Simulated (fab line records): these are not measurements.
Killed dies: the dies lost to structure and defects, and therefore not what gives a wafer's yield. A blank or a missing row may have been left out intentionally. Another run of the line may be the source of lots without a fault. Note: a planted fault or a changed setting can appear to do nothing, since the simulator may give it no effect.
Which tool is to blame? | flow gf180mcu | 7 lots, 21 wafers sampled, at 2 steps of a route of 602

== WHAT EACH GAUGE READ, for each wafer ==
GF_CONTACT_OVL_MEAS_15.
lot  | measured     | on         | CONTACT_OVL (nm)
L906 | day 16 20:06 | overlay-01 | 1 -11 0
L907 | day 17 08:38 | overlay-02 | -8 -7 -6
L910 | day 18 07:07 | overlay-01 | 0 1 1
L912 | day 18 12:46 | overlay-01 | -10 -9 -9
L915 | day 19 19:16 | overlay-01 | -10 -3 -11
L920 | day 21 13:47 | overlay-02 | 46 31 41 51 32 47
L923 | day 22 09:21 | overlay-01 | 35 36 37 37 42 42

== WHAT TOOL EACH LOT RAN ON (gives the tool, then ch and the chambers of the sampled wafers, and finally the start) ==
lot  | GF_CONTACT_EXPOSE_11
L906 | krfScanner-01 ch 0, day 16 09:16
L907 | krfScanner-01 ch 0, day 16 20:52
L910 | krfScanner-02 ch 0, day 17 19:58
L912 | krfScanner-01 ch 0, day 18 01:10
L915 | krfScanner-01 ch 0, day 19 07:28
L920 | krfScanner-02 ch 0, day 21 01:58
L923 | krfScanner-02 ch 0, day 21 21:46
- GF_CONTACT_EXPOSE_11: exposes mask Contact, target cd 220 nm.

== THE ANSWER, worked out from the rows above alone ==
Rule: what is usual is taken from the lots themselves. The widest of any qualifying gaps counts: lots, ordered by their means at a reading, are off when they make up no more than a third of the lots, leave a main group of 4 or more, and stand apart from it by 3 or more times the standard deviation of that group's means. The tables above print the reading to a certain number of digits; a main group whose means all agree to those digits is not used. A lot without any number at a reading at which 4 lots or more have one is off too. All remaining lots with rows at the step are treated as sound.
Off: L920, L923, seen at GF_CONTACT_OVL_MEAS_15 (CONTACT_OVL). Main group: mean -5 nm, sd 3.6.
A tool fits if, at a process step before that reading, it ran every lot that is off, and no sound lot after the first of them. Those tools and the gauges at GF_CONTACT_OVL_MEAS_15 are tried in the same way. One fits: krfScanner-02 at GF_CONTACT_EXPOSE_11. Its last sound lot is L910 (day 17 19:58), its first lot that is off L920 (day 21 01:58): a fault that began between those two fits.

== WHAT THE SIMULATOR PUT IN ==
Scanner matching overlay: krfScanner-02, from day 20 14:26 on, at GF_CONTACT_EXPOSE_11. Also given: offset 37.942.
Shown lots that were struck: L920, L923. This agrees with what the rule above found.
